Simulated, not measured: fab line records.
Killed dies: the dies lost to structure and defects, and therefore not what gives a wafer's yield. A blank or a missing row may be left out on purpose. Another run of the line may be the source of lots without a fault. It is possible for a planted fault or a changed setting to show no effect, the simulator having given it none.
fab line records	flow sky130	part 2 of 2: steps 27 to 36 of 36
record lots=5	wafers=15	last_day=49
route steps=708 shown PWDE@45 NWELL@56
lots that met no fault: taken from a fault-free run of the same line
start_h: the number of hours between the record's first day and the start of the first shown wafer of the lot	wait_h: hours from the lot's prior step to this one	" identical to the entry in the row above	L1.1+2: a row that stands for several wafers	- no value, or no start was given	* or withheld: withheld	< > ~ a bound
route shown NAME@n: names a module that has steps shown in the file, with the first one's number in the route	usual: mean and standard deviation over wafers with no fault	same: alike in all rows	chamber/n: place in a boat	sites: readings site by site	_std_site: how widely they spread, as a standard deviation	_edge_site: outer sites' mean less inner sites'	radius_mm: for every site, how far away it sits from the centre of the wafer	mask NAME#n: copy n	behind: the most recent tool/chamber to have shaped the wafer	hold: what put the lot on hold/how long, in hours/how the hold closed	device: the transistor (n, p or np) that didn't switch	end of line: tests of these same wafers at the route's end	where a step has no rows: the recipe by itself	killed: count of dies lost to structure and defects at first sort (not the wafer's yield)	map: shows each die of a wafer: x if killed, . if not, _ if none is there
set.NAME: the run value of the setting; set.NAME@STEP: its run value at that earlier step	model.NAME: the simulator's own value behind a step, which no gauge read
lots seen at some steps along the route; tables by step, rows by wafer
services: a tool's chamber out of use, with start hour (start_h, from the record's first day; less than 0 if before it), hours out, and reason
## steps
# step SKY_NWELL_COAT_18
# recipe spin_rpm=2000	resist_thk_nm=3000
# usual chill_plate_temp_C=23.00/0.11	dispense_pressure_kPa=49.6/2.7
lot.wafer	tool	chamber	start_h	wait_h	chill_plate_temp_C	dispense_pressure_kPa
L074.2	litho_track-04	0	91.28	0.1	22.88	52.5
L074.3	"	0	"	"	22.85	52.5
L074.4	"	0	"	"	23.02	52.5
L076.3	litho_track-01	0	107.51	0.1	23.16	47.5
L076.5	"	0	"	"	23.19	47.5
L076.6	"	0	"	"	23.14	47.4
L086.1	litho_track-01	0	161.71	0.1	23.07	47.5
L086.4	"	0	"	"	22.98	47.5
L086.5	"	0	"	"	22.97	47.5
L088.3	litho_track-04	0	177.85	0.1	22.98	52.5
L088.4	"	0	"	"	22.95	52.5
L088.6	"	0	"	"	23.00	52.5
L089.1	litho_track-02	0	183.51	0.1	22.93	46.8
L089.4	"	0	"	"	23.02	46.8
L089.6	"	0	"	"	23.08	46.9
# step SKY_NWELL_SOFTBAKE_19
# recipe temp_c=110	time_s=withheld
# usual chill_plate_temp_C=23.02/0.11
lot.wafer	tool	chamber	start_h	wait_h	chill_plate_temp_C
L074.2	litho_track-04	0	91.44	0.1	23.07
L074.3	"	0	"	"	22.91
L074.4	"	0	"	"	22.97
L076.3	litho_track-01	0	107.68	0.1	23.16
L076.5	"	0	"	"	23.00
L076.6	"	0	"	"	23.07
L086.1	litho_track-01	0	161.86	0.1	23.07
L086.4	"	0	"	"	23.13
L086.5	"	0	"	"	23.07
L088.3	litho_track-04	0	178.02	0.1	22.99
L088.4	"	0	"	"	22.97
L088.6	"	0	"	"	23.14
L089.1	litho_track-02	0	183.66	0.1	22.96
L089.4	"	0	"	"	22.90
L089.6	"	0	"	"	22.88
# step SKY_NWELL_EXPOSE_20
# recipe mask_id=NWM_COMPLEMENT	na=0.6	source_shape=conventional	sigma_outer=0.6	polarization=unpolarized	target_cd_nm=840	dose_mj=260
# same sigma_outer=0.6
lot.wafer	tool	chamber	start_h	wait_h	mask
L074.2+3+4	iline_stepper-01	0	-	-	NWM_COMPLEMENT#0
L076.3+5+6	iline_stepper-02	0	-	-	NWM_COMPLEMENT#0
L086.1+4+5	iline_stepper-02	0	-	-	NWM_COMPLEMENT#0
L088.3+4+6	iline_stepper-01	0	-	-	NWM_COMPLEMENT#0
L089.1+4+6	iline_stepper-02	0	-	-	NWM_COMPLEMENT#0
# step SKY_NWELL_PEB_21
# recipe temp_c=115	time_s=withheld
# usual chill_plate_temp_C=22.99/0.11
lot.wafer	tool	chamber	start_h	wait_h	chill_plate_temp_C
L074.2	litho_track-02	0	-	-	23.15
L074.3	"	0	"	"	22.96
L074.4	"	0	"	"	23.07
L076.3	litho_track-02	0	-	-	22.82
L076.5	"	0	"	"	23.03
L076.6	"	0	"	"	22.97
L086.1	litho_track-01	0	-	-	22.85
L086.4	"	0	"	"	22.88
L086.5	"	0	"	"	22.81
L088.3	litho_track-02	0	-	-	23.00
L088.4	"	0	"	"	22.93
L088.6	"	0	"	"	22.98
L089.1	litho_track-04	0	-	-	22.81
L089.4	"	0	"	"	22.90
L089.6	"	0	"	"	22.94
# step SKY_NWELL_DEVELOP_22
# recipe wall_angle_deg=90	developer=TMAH	develop_time_s=60	dev_temp_c=23
# usual chill_plate_temp_C=23.00/0.089
lot.wafer	tool	chamber	start_h	wait_h	chill_plate_temp_C
L074.2	litho_track-02	0	-	-	22.90
L074.3	"	0	"	"	23.10
L074.4	"	0	"	"	22.82
L076.3	litho_track-02	0	-	-	22.99
L076.5	"	0	"	"	22.90
L076.6	"	0	"	"	22.99
L086.1	litho_track-01	0	-	-	23.03
L086.4	"	0	"	"	22.98
L086.5	"	0	"	"	23.00
L088.3	litho_track-02	0	-	-	23.14
L088.4	"	0	"	"	23.13
L088.6	"	0	"	"	22.99
L089.1	litho_track-04	0	-	-	22.95
L089.4	"	0	"	"	23.07
L089.6	"	0	"	"	23.03
# step SKY_NWELL_OVL_MEAS_23
# usual NWELL_01_OVL=-0.8/1.2
lot.wafer	tool	chamber	start_h	wait_h	NWELL_01_OVL[nm]
L074.2	overlay-02	-	99.77	-	-1.0
L074.3	"	-	"	"	-2.2
L074.4	"	-	"	"	-2.6
L076.3	overlay-02	-	116.58	-	-0.3
L076.5	"	-	"	"	0.3
L076.6	"	-	"	"	0.8
L086.1	overlay-01	-	172.51	-	1.4
L086.4	"	-	"	"	-0.8
L086.5	"	-	"	"	1.7
L088.3	overlay-02	-	187.93	-	-2.3
L088.4	"	-	"	"	-1.2
L088.6	"	-	"	"	-1.7
L089.1	overlay-02	-	194.60	-	-2.5
L089.4	"	-	"	"	-1.8
L089.6	"	-	"	"	-3.9
# step SKY_NWELL_IMPLANT_24
# recipe species=B	energy_kev=140	dose_cm2=9.2e+12	tilt_deg=withheld
# usual faraday_current_uA=51.9/1
lot.wafer	tool	chamber	start_h	wait_h	faraday_current_uA
L074.2	implanter-04	0	99.83	0.0	53.4
L074.3	"	0	"	"	52.6
L074.4	"	0	"	"	51.1
L076.3	implanter-01	0	116.65	0.1	51.5
L076.5	"	0	"	"	53.1
L076.6	"	0	"	"	51.9
L086.1	implanter-03	0	172.55	0.0	52.2
L086.4	"	0	"	"	50.9
L086.5	"	0	"	"	52.1
L088.3	implanter-04	0	188.00	0.1	52.0
L088.4	"	0	"	"	51.5
L088.6	"	0	"	"	50.5
L089.1	implanter-03	0	194.64	0.0	50.1
L089.4	"	0	"	"	51.6
L089.6	"	0	"	"	50.6
# step SKY_NWELL_STRIP_25
# recipe chemistry=O2/N2	power_w=1400	pressure_mtorr=1500	platen_temp_c=withheld	o2_flow_sccm=3000	n2_flow_sccm=300	overash_fraction=0.5
# usual drypump_motor_current_A=5.5/0.37	oes_product_au=0.722/0.0043	strip_time_to_endpoint_s=36.96/0.088
# same overash_fraction=0.5
lot.wafer	tool	chamber	start_h	wait_h	drypump_motor_current_A	oes_product_au	rf_hours_counter_h	strip_time_to_endpoint_s
L074.2	plasma_asher-03	1	99.95	0.1	5.8	0.719	42	36.93
L074.3	"	0	"	"	4.8	0.716	-	37.00
L074.4	"	1	"	"	5.8	0.728	-	37.00
L076.3	plasma_asher-03	1	116.78	0.1	5.9	0.725	-	36.90
L076.5	"	0	"	"	4.8	0.721	-	37.02
L076.6	"	1	"	"	5.9	0.721	-	37.09
L086.1	plasma_asher-02	1	172.70	0.1	5.5	0.723	34	36.87
L086.4	"	0	"	"	5.9	0.718	-	36.91
L086.5	"	1	"	"	5.5	0.723	-	36.97
L088.3	plasma_asher-04	0	188.13	0.1	5.6	0.721	-	36.95
L088.4	"	1	"	"	5.4	0.722	-	36.82
L088.6	"	1	"	"	5.4	0.721	-	36.88
L089.1	plasma_asher-02	1	194.79	0.1	5.6	0.721	37	36.81
L089.4	"	0	"	"	5.9	0.725	-	36.93
L089.6	"	0	"	"	5.8	0.720	-	36.93
# step SKY_NWELL_TW_MEAS_26
# usual NWELL_2_TW=495.7/2.7
lot.wafer	tool	chamber	start_h	wait_h	NWELL_2_TW
L074.2	film_metro-02	-	100.06	0.1	494.1
L074.3	"	-	"	"	494.8
L074.4	"	-	"	"	495.8
L076.3	film_metro-01	-	116.87	0.1	500.0
L076.5	"	-	"	"	502.6
L076.6	"	-	"	"	496.0
L086.1	film_metro-01	-	172.80	0.1	495.9
L086.4	"	-	"	"	495.6
L086.5	"	-	"	"	497.9
L088.3	film_metro-02	-	188.22	0.1	495.1
L088.4	"	-	"	"	493.9
L088.6	"	-	"	"	495.6
L089.1	film_metro-04	-	194.89	0.1	493.7
L089.4	"	-	"	"	496.9
L089.6	"	-	"	"	495.2
# step SKY_NWELL_CLEAN_27
# recipe chemistry=SC1/SC2	mix=1:4:20	temp_c=70	time_s=150	dry=n2_spin
# usual bath_guard_temp_C=70.0/0.42
lot.wafer	tool	chamber	start_h	wait_h	bath_guard_temp_C
L074.2	wet_bench-02	0	100.11	0.0	69.4
L074.3	"	0	"	"	69.6
L074.4	"	0	"	"	69.2
L076.3	wet_bench-03	0	116.91	0.0	69.7
L076.5	"	0	"	"	70.2
L076.6	"	0	"	"	69.8
L086.1	wet_bench-03	0	172.86	0.1	69.8
L086.4	"	0	"	"	70.2
L086.5	"	0	"	"	69.8
L088.3	wet_bench-01	2	188.26	0.0	70.2
L088.4	"	2	"	"	70.1
L088.6	"	2	"	"	70.4
L089.1	wet_bench-03	3	194.95	0.1	71.0
L089.4	"	3	"	"	70.9
L089.6	"	3	"	"	71.0
## services
tool	chamber	start_h	hours	kind
wet_bench-02	-	38.14	8.2	repair
plasma_asher-01	-	53.51	2.7	repair
plasma_asher-03	-	54.79	16.5	repair
implanter-01	-	60.23	16.3	repair
implanter-03	-	74.37	3.8	pm
plasma_asher-02	-	81.83	6.7	repair
implanter-04	-	88.33	5.7	repair
implanter-03	-	90.07	76.6	pm
implanter-02	-	101.48	5.1	repair
implanter-01	-	105.45	2.0	repair
plasma_asher-04	-	108.75	9.0	pm
plasma_asher-04	0	108.75	9.0	vent_cycle
plasma_asher-04	1	108.75	9.0	vent_cycle
plasma_asher-03	-	124.51	0.5	repair
implanter-01	-	125.32	23.5	pm
iline_stepper-02	-	126.94	1.7	pm
litho_track-01	-	130.69	-	consumable_replace:filter
iline_stepper-01	0	133.45	-	calibration
iline_stepper-01	-	153.73	1.7	pm
plasma_asher-04	-	160.57	2.8	repair
iline_stepper-01	-	168.20	5.2	repair
implanter-01	-	175.24	4.0	repair
iline_stepper-01	-	180.88	3.0	repair
implanter-01	-	188.42	3.1	repair
